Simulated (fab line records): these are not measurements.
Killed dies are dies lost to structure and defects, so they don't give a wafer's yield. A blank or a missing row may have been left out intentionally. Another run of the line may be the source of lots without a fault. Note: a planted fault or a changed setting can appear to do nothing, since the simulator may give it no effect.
Problem report, 8D (eight disciplines) form, completed by code + flow sky130 + the parts of the form that need people (team, actions taken, sign-off) are left out

1. WHAT WENT WRONG
VT_ADJUST_LVTN_TW at SKY_VT_ADJUST_LVTN_TW_MEAS_10 reads a mean of 29.7 on 3 wafers of 1 lot; wafers without a fault read 242.5 with a standard deviation of 2.2. That is -97 standard deviations from the usual mean.
Earliest sighting: wafer L299.2 on film_metro-03 at day 10 09:19. Wafers with a number at this step in the record: 39, from 13 lots. The rule behind "out" and "out of limits": a value lying over 4 standard deviations away from the usual mean. Any other wafer with a number is counted as sound.

2. WHAT THIS IS AND IS NOT
| question                    | is                     | is not                                                                                 |
|-----------------------------|------------------------|----------------------------------------------------------------------------------------|
| which readings at this step | VT_ADJUST_LVTN_TW      | -                                                                                      |
| which lots                  | L299                   | L286, L287, L288, L289, L290, L291, L293, L295, L305, L306, L308, L309                 |
| which wafers of those lots  | all that have a number | -                                                                                      |
| read on which gauges        | film_metro-03          | film_metro-01, film_metro-04                                                           |
| when                        | from day 10 09:19      | up to then (24 sound wafers); but 12 sound wafers of L305, L306, L308, L309 came after |

3. THE SUSPECTS, EACH WITH WHAT RULES IT OUT
Counting: a tool stays on the suspect list if, at a process step up to the reading, it processed all lots that are out and no sound lot following the first of them.
- ruled out: the gauge at SKY_VT_ADJUST_LVTN_TW_MEAS_10. All the wafers that are out were read on film_metro-03, but those of them that SKY_VT_ADJUST_HVTP_STRIP_10 has rows for are out there too, on other tools.
- plasma_asher-02 at SKY_PWDE_STRIP_09 (strips in O2/N2): ruled out as a lasting fault. Sound lots L306 ran on it after its first lot that is out, L299 (day 6 20:31).
- plasma_asher-04 at SKY_VT_ADJUST_HVTP_STRIP_10 (strips in O2/N2): ruled out as a lasting fault. Sound lots L308 ran on it after its first lot that is out, L299 (day 9 10:58).
- plasma_asher-02 at SKY_VT_ADJUST_LVTN_STRIP_09 (strips in O2/N2): kept. It ran the lot that is out, L299 (day 10 09:12), and no sound lot after that; its last sound lot up to then is L295 (day 9 07:52). Its own readings are out on those wafers: strip_time_to_endpoint_s.
After counting, what remains is plasma_asher-02 at SKY_VT_ADJUST_LVTN_STRIP_09.

4. THE CAUSE (what the simulator had put in)
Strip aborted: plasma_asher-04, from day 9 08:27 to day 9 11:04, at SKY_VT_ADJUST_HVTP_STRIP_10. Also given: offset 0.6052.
Counting ruled it out, wrongly: the rule takes a fault to strike every lot that its tool runs from its start on, and this one did not.

5. SEQUENCE OF EFFECTS, ordered by route
One row per reading whose mean, taken over the struck wafers that have a number, lies over 3 standard deviations from the usual. Readings are gone through only where the record gives a usual standard deviation; hours: the median, over the lots, of the time from a lot's start at the first step in this table giving one to that lot's start at this step; sigmas: the change measured in usual standard deviations.
| hours | step                          | reading                  | usual      | on struck wafers | change | sigmas |
|-------|-------------------------------|--------------------------|------------|------------------|--------|--------|
| 0     | SKY_VT_ADJUST_HVTP_STRIP_10   | oes_product_au           | 0.716 a.u. | 0.940            | +0.224 | +50    |
| 22    | SKY_VT_ADJUST_LVTN_STRIP_09   | strip_time_to_endpoint_s | 36.94 s    | 42.40            | +5.46  | +46    |
| 22    | SKY_VT_ADJUST_LVTN_TW_MEAS_10 | VT_ADJUST_LVTN_TW        | 242.5      | 29.7             | -212.8 | -97    |
It contains these process steps:
- SKY_VT_ADJUST_HVTP_STRIP_10: strips in O2/N2.
- SKY_VT_ADJUST_LVTN_STRIP_09: strips in O2/N2.
Readings that are blank on the struck wafers while sound wafers have them: strip_time_to_endpoint_s at SKY_VT_ADJUST_HVTP_STRIP_10.

6. HOW IT WOULD HAVE BEEN CAUGHT EARLIER
Counted from the fault's start at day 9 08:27, it took 25 hours until the first out-of-limits reading at a measuring or inspecting step in this record, taken at day 10 09:19.
At SKY_VT_ADJUST_HVTP_STRIP_10, the tool's own readings (oes_product_au) were out on each struck wafer the step has a row for, so an alarm limit on them would have fired on the first such wafer.
